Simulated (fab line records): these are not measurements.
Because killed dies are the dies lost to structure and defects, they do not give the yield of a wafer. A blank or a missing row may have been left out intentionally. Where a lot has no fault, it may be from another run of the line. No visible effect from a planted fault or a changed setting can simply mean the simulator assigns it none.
fab line records | flow sky130
[record] lots = 15 | wafers = 45 | last_day = 50
route steps=708 shown LDD_N@239
lots that met no fault: from a run of the same line without faults
start_h: hours from the record's opening day to when the first of the lot's shown wafers began | wait_h: hours since the lot's step before | " as in the row above | L1.1+2: a row that stands for several wafers | - no value, or no start given | * or withheld: withheld | < > ~ a bound
route shown NAME@n: NAME is a module with steps in the file, n the number in the route of the first one | usual: mean/standard deviation of fault-free wafers | same: alike in all rows | chamber/n: place in a boat | sites: the reading at each site | _std_site: their standard deviation | _edge_site: the outer-site mean with the inner-site mean subtracted | radius_mm: for every site, how far away it sits from the centre of the wafer | mask NAME#n: copy n | behind: the tool/chamber that last shaped the wafer | hold: why the lot was held/for how many hours/how that ended | device: the n, p or np transistor that did not switch | end of line: the tests these same wafers got at the end of their route | a step with no rows: only its recipe | killed: not the wafer's yield, but the dies lost to structure and defects at the first sort | map: the dies of a wafer, with x for killed, . for not killed, _ for no die there
set.NAME: the run value of the setting; set.NAME@STEP: its run value at that earlier step | model.NAME: the simulator's own value behind a step, which no gauge read
route steps across a sampled set of lots; one table per step, one row per wafer
services: when a tool's chamber went out of use (start_h, in hours from the record's first day, below 0 if earlier), for how many hours, and the reason
[[steps]]
[step SKY_LDD_N_COAT_02]
[recipe] resist = NOVOLAK | spin_rpm = 3000 | resist_thk_nm = 300
[usual] spin_speed_rpm = 2999.7/1.8
lot.wafer | tool           | chamber | start_h | wait_h | spin_speed_rpm
L802.1    | litho_track-04 | 0       | 391.48  | 0.1    | 2998.1
L802.3    | "              | 0       | "       | "      | 3000.0
L802.6    | "              | 0       | "       | "      | 2997.9
L804.1    | litho_track-02 | 0       | 408.09  | 0.1    | 2997.6
L804.2    | "              | 0       | "       | "      | 2999.1
L804.3    | "              | 0       | "       | "      | 2997.7
L805.2    | litho_track-02 | 0       | 417.06  | 0.1    | 2933.5
L805.3    | "              | 0       | "       | "      | 2931.4
L805.6    | "              | 0       | "       | "      | 2932.7
L806.3    | litho_track-02 | 0       | 421.14  | 0.1    | 2933.9
L806.4    | "              | 0       | "       | "      | 2932.1
L806.6    | "              | 0       | "       | "      | 2930.7
L807.1    | litho_track-02 | 0       | 428.69  | 0.1    | 2930.3
L807.2    | "              | 0       | "       | "      | 2931.0
L807.4    | "              | 0       | "       | "      | 2929.8
L815.3    | litho_track-02 | 0       | 498.64  | 0.1    | 2999.6
L815.5    | "              | 0       | "       | "      | 2999.8
L815.6    | "              | 0       | "       | "      | 3000.1
L816.1    | litho_track-02 | 0       | 512.19  | 0.1    | 3001.3
L816.2    | "              | 0       | "       | "      | 2998.6
L816.6    | "              | 0       | "       | "      | 3001.0
L817.1    | litho_track-03 | 0       | 520.04  | 0.1    | 2999.3
L817.4    | "              | 0       | "       | "      | 2999.8
L817.6    | "              | 0       | "       | "      | 2999.8
L818.1    | litho_track-04 | 0       | 533.13  | 0.1    | 2999.0
L818.4    | "              | 0       | "       | "      | 2998.3
L818.6    | "              | 0       | "       | "      | 3000.4
L819.1    | litho_track-02 | 0       | 534.99  | 0.1    | 2998.8
L819.5    | "              | 0       | "       | "      | 3000.9
L819.6    | "              | 0       | "       | "      | 2999.1
L820.4    | litho_track-02 | 0       | 539.71  | 0.1    | 2998.1
L820.5    | "              | 0       | "       | "      | 2998.4
L820.6    | "              | 0       | "       | "      | 3000.5
L821.1    | litho_track-03 | 0       | 551.49  | 0.1    | 3000.6
L821.2    | "              | 0       | "       | "      | 3000.5
L821.6    | "              | 0       | "       | "      | 3002.8
L822.1    | litho_track-04 | 0       | 559.03  | 0.1    | 2996.6
L822.2    | "              | 0       | "       | "      | 3000.0
L822.5    | "              | 0       | "       | "      | 2998.5
L824.2    | litho_track-02 | 0       | 583.71  | 0.1    | 2998.2
L824.3    | "              | 0       | "       | "      | 3000.2
L824.5    | "              | 0       | "       | "      | 2998.4
L825.1    | litho_track-03 | 0       | 589.14  | 0.1    | 3000.2
L825.2    | "              | 0       | "       | "      | 2998.9
L825.3    | "              | 0       | "       | "      | 2996.7
[step SKY_LDD_N_STRIP_16]
[recipe] chemistry = O2/N2 | power_w = 1400 | pressure_mtorr = 1500 | platen_temp_c = withheld | o2_flow_sccm = 3000 | n2_flow_sccm = 300 | overash_fraction = 0.5
[usual] drypump_motor_current_A = 5.8/0.42 | n2_flow_sccm = 299.9/0.86 | oes_product_au = 0.407/0.0049 | strip_time_to_endpoint_s = 4.328/0.015
[same] overash_fraction = 0.5
lot.wafer | tool            | chamber | start_h | wait_h | drypump_motor_current_A | n2_flow_sccm | oes_product_au | rf_hours_counter_h | strip_time_to_endpoint_s
L802.1    | plasma_asher-03 | 1       | 407.02  | 0.1    | 6.3                     | 300.2        | 0.402          | 59                 | 4.298
L802.3    | "               | 1       | "       | "      | 6.3                     | 299.8        | 0.407          | -                  | 4.332
L802.6    | "               | 0       | "       | "      | 5.2                     | 299.5        | 0.397          | -                  | 4.321
L804.1    | plasma_asher-03 | 0       | 424.27  | 0.1    | 5.2                     | 300.6        | 0.404          | 61                 | 4.320
L804.2    | "               | 1       | "       | "      | 6.3                     | 301.0        | 0.416          | 61                 | 4.316
L804.3    | "               | 0       | "       | "      | 5.2                     | 300.8        | 0.414          | -                  | 4.326
L805.2    | plasma_asher-03 | 1       | 432.87  | 0.1    | 6.3                     | 300.1        | 0.421          | 62                 | 4.395
L805.3    | "               | 1       | "       | "      | 6.3                     | 299.8        | 0.409          | -                  | 4.413
L805.6    | "               | 1       | "       | "      | 6.4                     | 300.1        | 0.409          | -                  | 4.388
L806.3    | plasma_asher-03 | 0       | 437.41  | 0.1    | 5.2                     | 300.5        | 0.412          | -                  | 4.361
L806.4    | "               | 1       | "       | "      | 6.3                     | 300.4        | 0.402          | -                  | 4.386
L806.6    | "               | 1       | "       | "      | 6.3                     | 298.9        | 0.411          | -                  | 4.367
L807.1    | plasma_asher-03 | 0       | 445.62  | 0.1    | 5.2                     | 300.5        | 0.409          | 63                 | 4.363
L807.2    | "               | 1       | "       | "      | 6.3                     | 300.9        | 0.402          | 63                 | 4.386
L807.4    | "               | 0       | "       | "      | 5.2                     | 300.8        | 0.408          | -                  | 4.391
L815.3    | plasma_asher-01 | 1       | 515.91  | 0.1    | 6.1                     | 298.9        | 0.414          | -                  | 4.331
L815.5    | "               | 1       | "       | "      | 6.1                     | 300.3        | 0.403          | -                  | 4.347
L815.6    | "               | 0       | "       | "      | 5.5                     | 299.5        | 0.401          | -                  | 4.341
L816.1    | plasma_asher-02 | 0       | 531.45  | 0.1    | 5.6                     | 300.5        | 0.418          | 10                 | 4.347
L816.2    | "               | 1       | "       | "      | 5.9                     | 299.6        | 0.407          | 10                 | 4.337
L816.6    | "               | 1       | "       | "      | 5.9                     | 301.3        | 0.410          | -                  | 4.351
L817.1    | plasma_asher-03 | 1       | 536.52  | 0.1    | 6.3                     | 298.9        | 0.409          | 72                 | 4.313
L817.4    | "               | 1       | "       | "      | 6.3                     | 299.9        | 0.405          | -                  | 4.331
L817.6    | "               | 0       | "       | "      | 5.2                     | 299.7        | 0.410          | -                  | 4.332
L818.1    | plasma_asher-03 | 1       | 549.37  | 0.1    | 6.3                     | 297.0        | 0.410          | 73                 | 4.321
L818.4    | "               | 1       | "       | "      | 6.3                     | 300.4        | 0.414          | -                  | 4.333
L818.6    | "               | 1       | "       | "      | 6.3                     | 300.2        | 0.405          | -                  | 4.295
L819.1    | plasma_asher-01 | 0       | 551.62  | 0.1    | 5.5                     | 298.4        | 0.401          | 45                 | 4.337
L819.5    | "               | 0       | "       | "      | 5.5                     | 298.8        | 0.402          | -                  | 4.350
L819.6    | "               | 1       | "       | "      | 6.1                     | 299.4        | 0.408          | -                  | 4.330
L820.4    | plasma_asher-01 | 1       | 556.11  | 0.1    | 6.1                     | 300.8        | 0.413          | -                  | 4.343
L820.5    | "               | 1       | "       | "      | 6.1                     | 300.4        | 0.414          | -                  | 4.341
L820.6    | "               | 0       | "       | "      | 5.5                     | 298.5        | 0.409          | -                  | 4.331
L821.1    | plasma_asher-02 | 0       | 567.97  | 0.1    | 5.6                     | 300.2        | 0.408          | 14                 | 4.312
L821.2    | "               | 1       | "       | "      | 5.9                     | 301.1        | 0.399          | 14                 | 4.327
L821.6    | "               | 0       | "       | "      | 5.6                     | 300.9        | 0.407          | -                  | 4.313
L822.1    | plasma_asher-03 | 1       | 574.97  | 0.1    | 6.3                     | 300.9        | 0.407          | 75                 | 4.325
L822.2    | "               | 0       | "       | "      | 5.2                     | 302.4        | 0.401          | 75                 | 4.321
L822.5    | "               | 1       | "       | "      | 6.3                     | 300.7        | 0.405          | -                  | 4.313
L824.2    | plasma_asher-01 | 1       | 599.17  | 0.1    | 6.1                     | 300.4        | 0.403          | 50                 | 4.351
L824.3    | "               | 0       | "       | "      | 5.5                     | 301.5        | 0.410          | -                  | 4.342
L824.5    | "               | 0       | "       | "      | 5.5                     | 299.6        | 0.405          | -                  | 4.338
L825.1    | plasma_asher-01 | 1       | 604.97  | 0.1    | 6.1                     | 300.3        | 0.408          | 50                 | 4.308
L825.2    | "               | 0       | "       | "      | 5.5                     | 300.1        | 0.403          | 50                 | 4.291
L825.3    | "               | 0       | "       | "      | 5.5                     | 300.2        | 0.412          | -                  | 4.283
[[services]]
tool            | chamber | start_h | hours | kind
plasma_asher-02 | -       | 385.04  | 21.0  | repair
plasma_asher-02 | -       | 421.25  | 9.0   | pm
plasma_asher-02 | 0       | 421.25  | 9.0   | vent_cycle
plasma_asher-02 | 1       | 421.25  | 9.0   | vent_cycle
plasma_asher-02 | 0       | 430.25  | -     | clean
plasma_asher-02 | 1       | 430.25  | -     | clean
plasma_asher-01 | -       | 458.78  | 8.1   | repair
plasma_asher-03 | -       | 475.92  | 3.0   | repair
plasma_asher-03 | -       | 492.63  | 7.9   | repair
plasma_asher-02 | -       | 512.16  | 2.7   | pm
plasma_asher-02 | -       | 575.01  | 9.5   | repair
[[key]]
[first_sign] step = SKY_LDD_N_COAT_02 | reading = spin_speed_rpm | direction = down | sigmas = 38 | usual = 2999.7 | struck = 2931.7
[effect] step = SKY_LDD_N_STRIP_16 | reading = strip_time_to_endpoint_s | direction = up | sigmas = 3.7 | usual = * | struck = *
met_at SKY_LDD_N_COAT_02
struck_lots L805,L806,L807
tester_left_out L805,L806,L807
onset_between 408.09 417.06
[fault] kind = process_parameter_drift | tool = litho_track-02 | chamber = - | onset_h = 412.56 | steps = SKY_LDD_N_COAT_02 | channel = spin_rpm | offset = -68.859 | shape = step | end_h = 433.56 | acts_in = these_recipes_only | stated = 3000
// tester_left_out: of these lots the tester's yield and bins aren't shown, on N5 and GAA mostly nor the transistor test; their killed dies are dies lost to structure and defects alone, not to doping, threshold or leakage, so they don't give the yield
